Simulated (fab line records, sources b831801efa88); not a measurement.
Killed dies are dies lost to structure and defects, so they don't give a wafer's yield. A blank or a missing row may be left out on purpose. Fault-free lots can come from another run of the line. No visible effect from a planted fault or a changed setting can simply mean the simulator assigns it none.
Which tool is to blame? -- flow sky130 -- Sampling: 6 lots, 18 wafers, 3 of 708 route steps

## WHAT EACH GAUGE READ, for each wafer
SKY_METAL1_CD_MEAS_15: target cd 140 nm.
lot,measured,on,cdNm (nm)
L537,day 34 03:36,cdSem-01,136.9 137.8 137.9
L539,day 34 13:03,cdSem-01,140.1 142.9 141.8
L541,day 34 13:26,cdSem-02,138.1 139.0 139.9
L543,day 35 13:09,cdSem-02,139.4 136.7 138.9
L545,day 35 19:01,cdSem-01,142.6 141.9 140.6
L551,day 37 18:20,cdSem-01,140.7 140.4 139.7

## TOOL THAT RAN EACH LOT (tool first, then ch and the chambers of the sampled wafers, then the start)
lot,SKY_SONOS_TUNNEL_WET_ETCH_10,SKY_METAL1_SPUTTER_02
L537,"wetBench-01 ch 3, day 12 10:22","pvdSputter-02, day 33 00:58"
L539,"wetBench-01 ch 0, day 12 16:43","pvdSputter-02, day 33 09:28"
L541,"wetBench-04 ch 3, day 13 04:06","pvdSputter-03, day 33 09:53"
L543,"wetBench-01 ch 2, day 14 00:00","pvdSputter-04, day 34 10:16"
L545,"wetBench-01 ch 2, day 14 09:01","pvdSputter-04, day 34 16:48"
L551,"wetBench-01 ch 3, day 16 05:22","pvdSputter-04, day 36 16:22"
- SKY_SONOS_TUNNEL_WET_ETCH_10: etches SiO2 in dHF, target depth 14 nm, time 280 s.
- SKY_METAL1_SPUTTER_02: material AlCu, target thk 250 nm, time 13.3 s.

## THE ANSWER, worked out from the rows above alone
Rule: the usual values come from the lots themselves. The widest of any qualifying gaps counts: lots, ordered by their means at a reading, are off when they make up no more than a third of the lots, leave a main group of 4 or more, and stand apart from it by 3 or more times the standard deviation of that group's means. Not used: any main group whose means are identical at the precision the tables above print for the reading. A lot without any number at a reading at which 4 lots or more have one is off too. The other lots that the step has rows for count as sound.
No lot is off at any reading shown: from this, nothing can be told.

## WHAT THE SIMULATOR PUT IN
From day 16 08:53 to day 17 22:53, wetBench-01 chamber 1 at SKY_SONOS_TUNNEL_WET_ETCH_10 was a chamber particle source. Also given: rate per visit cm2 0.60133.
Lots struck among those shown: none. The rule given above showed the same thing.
